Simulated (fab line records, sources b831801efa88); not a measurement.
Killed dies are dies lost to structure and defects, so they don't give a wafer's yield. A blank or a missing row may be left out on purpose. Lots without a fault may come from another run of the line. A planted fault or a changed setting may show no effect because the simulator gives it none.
Problem report in the 8D (eight disciplines) form, filled by code | flow sky130 | the parts of the form that need people (team, actions taken, sign-off) are left out

1. THE PROBLEM
strip_time_to_endpoint_s at SKY_PWDE_STRIP_09 reads a mean of 12.59 s on 6 wafers of 2 lots; wafers without a fault read 36.92 s with a standard deviation of 0.098. That is -99 or more standard deviations from the usual mean.
The step: strips in O2/N2.
First seen on wafer L395.3, day 5 14:08, on plasma_asher-03. The record holds 39 wafers of 13 lots with a number at this step. Rule for "out", or "out of limits": more than 4 standard deviations from the usual mean. The other wafers with a number count as sound.

2. WHAT IT IS AND WHAT IT IS NOT
question                    | is                               | is not
which readings at this step | strip_time_to_endpoint_s         | drypump_motor_current_A
which lots                  | L395, L396                       | L388, L389, L392, L393, L394, L398, L403, L407, L409, L410, L411
which wafers of those lots  | all that have a number           | -
read on which tools         | plasma_asher-02, plasma_asher-03 | plasma_asher-01
when                        | from day 5 14:08                 | up to then (15 sound wafers); but 18 sound wafers of L398, L403, L407, L409, L410, L411 came after

3. SUSPECTS, AND WHAT RULES EACH OUT
Counting: a tool at a process step up to the reading stays a suspect if it ran every lot that is out and no sound lot after the first of them.
- litho_track-01 at SKY_PWDE_COAT_02 (resist thk 3000 nm): ruled out as a lasting fault. Sound lots L409, L410, L411 ran on it after its first lot that is out, L395 (day 5 05:06).
Left after counting: nothing in the record.

4. THE CAUSE (what the simulator had put in)
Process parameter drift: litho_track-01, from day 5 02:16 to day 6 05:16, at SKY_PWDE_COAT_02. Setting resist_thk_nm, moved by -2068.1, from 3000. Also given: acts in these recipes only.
Counting ruled it out, wrongly: the rule takes a fault to strike every lot that its tool runs from its start on, and this one did not.

5. THE CHAIN OF EFFECTS, in route order
Each row: a reading whose mean over the struck wafers that have a number lies more than 3 standard deviations from the usual. Only readings for which the record gives a usual standard deviation are gone through. hours: the time from each lot's start at the first step in this table that gives one to its start at this step, as a median over the lots. sigmas: the change in usual standard deviations.
hours | step                  | reading                  | usual   | on struck wafers | change | sigmas
0     | SKY_PWDE_STRIP_09     | strip_time_to_endpoint_s | 36.92 s | 12.59            | -24.34 | -99 or more
1015  | SKY_PAD_OPEN_PROBE_99 | killed_at_front_end      | 16      | 413              | +397   | +86
1015  | SKY_PAD_OPEN_PROBE_99 | killed_dies              | 88      | 484              | +396   | +43
1015  | SKY_PAD_OPEN_PROBE_99 | killed_on_rim            | 17      | 91               | +74    | +21
The process steps in it:
- SKY_PWDE_STRIP_09: strips in O2/N2.
- SKY_PAD_OPEN_PROBE_99
Later measuring or inspecting steps at which every struck wafer that the step has a row for has a number for every such reading, and none has moved that far: SKY_SONOS_ONO_CD_MEAS_13, SKY_POLY_GATE_OVL_MEAS_14, SKY_SD_P_TW_MEAS_11.

6. WHAT WOULD HAVE CAUGHT IT SOONER
In this record the first reading out of limits was taken at day 5 14:08, 12 hours after the fault began at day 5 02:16.
